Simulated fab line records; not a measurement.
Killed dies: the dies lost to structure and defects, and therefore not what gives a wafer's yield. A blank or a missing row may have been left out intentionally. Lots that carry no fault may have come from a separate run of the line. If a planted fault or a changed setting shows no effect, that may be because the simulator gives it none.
Comparing a struck lot with a sound one ; flow sky130 ; 44 out of 708 route steps
Sound: the wafers L609.3, L609.4, L609.5. Struck: wafer L613.2 (L613.1, L613.3, from the same lot, were not struck and are left out); the cause is given at the end.
For every step that has rows: the tool of each side, followed by ch and its chambers, followed by its first start. Under that, the readings that differ: sound wafers ; struck wafers ; difference of the means ; sigmas: that difference in standard deviations of wafers without a fault.
alike: readings whose means differ by less than 2 such deviations, and words and numbers that are the same on both sides. not compared: withheld readings, readings that some wafer has no value for, bounds like >300 that may hide the same value, and numbers for which the record gives no deviation and whose values overlap.
Wherever a step has rows on one side only, a row that says differs or no value, or a row with sigmas, the two part there. Numbers that have no deviation but don't overlap get no sigmas and don't part them. A reading that every wafer of one side lacks parts them only if that side has two wafers or more.

first, 6 steps without rows for these wafers: SKY_VIA2_ETCH_15 (etches SiO2 in C4F8/O2/Ar, stops on TiN, target depth 546 nm, time 84 s); SKY_VIA2_STRIP_16 (strips in O2/N2); SKY_VIA2_STRIP_17 (strips in post etch residue remover, time 1200 s); SKY_VIA2_CLEAN_18 (cleans in IPA, time 180 s); SKY_VIA2_CLEAN_19 (cleans in O3/DIW); SKY_VIA2_SPUTTER_20 (material TiN, target thk 20 nm, time 80 s).
SKY_VIA2_CVD_21: deposits W, target thk 420 nm, time 126.4 s.
  sound on cvd_w-01 ch 0,1, day 37 15:21; struck on cvd_w-01 ch 1, day 39 02:39
  alike: heater_power_outer_w, heater_power_w
SKY_VIA2_RS_MEAS_22: a four-point-probe measurement.
  sound: film_metro-02 at day 37 15:29; struck: film_metro-02 at day 39 02:47
  alike: VIA2_W_RS
SKY_VIA2_THK_MEAS_23: measures by xrf.
  sound: film_metro-02 at day 37 15:35; struck: film_metro-02 at day 39 02:54
  alike: VIA2_W_THK
then, 1 step without rows for these wafers: SKY_VIA2_CMP_24 (polishes, stops on SiO2, t overpolish 20 s, target thk 0 nm).
SKY_METAL3_SPUTTER_00: material Ti, target thk 15 nm, time 10 s.
  sound: pvd_sputter-03 at day 37 15:55; struck: pvd_sputter-03 at day 39 03:16
  alike: throttle_valve_pct
then, 1 step without rows for these wafers: SKY_METAL3_SPUTTER_01 (material TiN, target thk 20 nm, time 16.7 s).
SKY_METAL3_SPUTTER_02: material AlCu, target thk 735 nm, time 39.1 s.
  sound: pvd_sputter-03 at day 37 15:58; struck: pvd_sputter-03 at day 39 03:19
reading;sound;struck;difference;sigmas
model.AlCu_of_METAL3_SPUTTER_02.thk_nm (nm);739.7 732.2 741;791.4;+53.8;
  alike: throttle_valve_pct
SKY_METAL3_SPUTTER_03: material Ti, target thk 5 nm, time 3.3 s.
  sound: pvd_sputter-03 at day 37 16:01; struck: pvd_sputter-03 at day 39 03:20
  alike: throttle_valve_pct
then, 2 steps without rows for these wafers: SKY_METAL3_SPUTTER_04 (material TiN, target thk 70 nm, time 58.3 s); SKY_CAPM_CVD_00 (deposits SiO2, target thk 15.5 nm).
SKY_CAPM_THK_MEAS_01:
  sound: film_metro-03 at day 37 16:07; struck: film_metro-03 at day 39 03:26
  alike: CAPM_CVD_00_THK
SKY_CAPM_SPUTTER_02: material TiN, target thk 200 nm, time 166.7 s.
  sound: pvd_sputter-04 at day 37 16:10; struck: pvd_sputter-01 at day 39 03:29
reading;sound;struck;difference;sigmas
throttle_valve_pct (%);29.8 29.5 30.6;26.5;-3.5;-3
SKY_CAPM_RS_MEAS_03: a four-point-probe measurement.
  sound: film_metro-01 at day 37 16:19; struck: film_metro-04 at day 39 03:36
  alike: CAPM_TIN_RS
SKY_CAPM_THK_MEAS_04: measures by xrf.
  sound: film_metro-01 at day 37 16:25; struck: film_metro-04 at day 39 03:43
  alike: CAPM_TIN_THK
then, 7 steps without rows for these wafers: SKY_CAPM_DEHYDRATE_05 (time 60 s); SKY_CAPM_HMDS_06 (prime time 60 s); SKY_CAPM_COAT_07 (resist thk 1140 nm); SKY_CAPM_SOFTBAKE_08 (time 60 s); SKY_CAPM_EXPOSE_09 (exposes mask CAPM, target cd 1000 nm); SKY_CAPM_PEB_10; SKY_CAPM_DEVELOP_11 (develop time 60 s).
SKY_CAPM_OVL_MEAS_12:
  sound: overlay-02 at day 38 17:49; struck: overlay-02 at day 40 03:35
  alike: CAPM_OVL
SKY_CAPM_METAL_ETCH_13: etches TiN in Cl2/BCl3, stops on SiO2, target depth 220 nm, time 62.9 s.
  sound on rie_metal-01 ch 0, day 38 17:53; struck on rie_metal-01 ch 0, day 40 03:38
reading;sound;struck;difference;sigmas
rf_hours_counter_h (h);- - -;9;no value on the sound wafers;
  alike: drypump_motor_current_A, oes_product_au, throttle_valve_pct
then, 12 steps without rows for these wafers: SKY_CAPM_STRIP_14 (strips in O2/N2); SKY_CAPM_STRIP_15 (strips in post etch residue remover, time 1200 s); SKY_CAPM_CLEAN_16 (cleans in IPA, time 180 s); SKY_CAPM_CLEAN_17 (cleans in O3/DIW); SKY_METAL3_DEHYDRATE_05 (time 60 s); SKY_METAL3_HMDS_06 (prime time 60 s); SKY_METAL3_COAT_07 (resist thk 60 nm); SKY_METAL3_COAT_08 (resist thk 1140 nm); SKY_METAL3_SOFTBAKE_09 (time 90 s); SKY_METAL3_EXPOSE_10 (exposes mask MM3, target cd 300 nm); SKY_METAL3_PEB_11; SKY_METAL3_DEVELOP_12 (develop time 60 s).
SKY_METAL3_CD_MEAS_13 targets a cd of 300 nm.
  sound: cd_sem-02 at day 39 19:53; struck: cd_sem-02 at day 41 05:08
  alike: cd_nm
SKY_METAL3_METAL_ETCH_18: etches the open film in Cl2/BCl3, stops on SiO2, target depth 845 nm, time 183.1 s.
  sound on rie_metal-04 ch 0,1, day 39 20:12; struck on rie_metal-03 ch 1, day 41 05:27
reading;sound;struck;difference;sigmas
drypump_motor_current_A (A);6.8 5.6 6.8;5.4;-1.0;-2
oes_product_au (a.u.);0.870 0.865 0.865;0.887;+0.020;+3
rf_hours_counter_h (h);- - -;10;no value on the sound wafers;
  alike: throttle_valve_pct
-- the record jumps here: 7 days lie between the struck wafers' starts before and after (it left off in module METAL3 and takes up again in module PAD_OPEN, whose first step shown is number 708 of the route) --
SKY_PAD_OPEN_PROBE_99:
  sound: prober-02 at day 46 23:41; struck: prober-02 at day 48 02:04
reading;sound;struck;difference;sigmas
model.etest.met3.line_ohm_um;0.142 0.1505 0.1397;0.1331;-0.0110;
model.etest.met3.rs_ohm_sq;0.04229 0.04271 0.04175;0.0397;-0.0026;
  alike: defect_limited_yield, killed_at_M0_to_M3, killed_at_M4_up, killed_at_contacts, killed_at_front_end, killed_at_other, killed_dies, killed_open, killed_short, sort_bin_3_pad_short, sort_bin_5_function, sort_bin_6_memory, sort_n_pass, sort_yield_pct

== WHERE THEY PART ==
Last at SKY_METAL3_METAL_ETCH_18 as far as this record goes, first at SKY_CAPM_SPUTTER_02. Later steps at which nothing parts them and some readings are alike: SKY_PAD_OPEN_PROBE_99.

WHY: what the simulator had put in
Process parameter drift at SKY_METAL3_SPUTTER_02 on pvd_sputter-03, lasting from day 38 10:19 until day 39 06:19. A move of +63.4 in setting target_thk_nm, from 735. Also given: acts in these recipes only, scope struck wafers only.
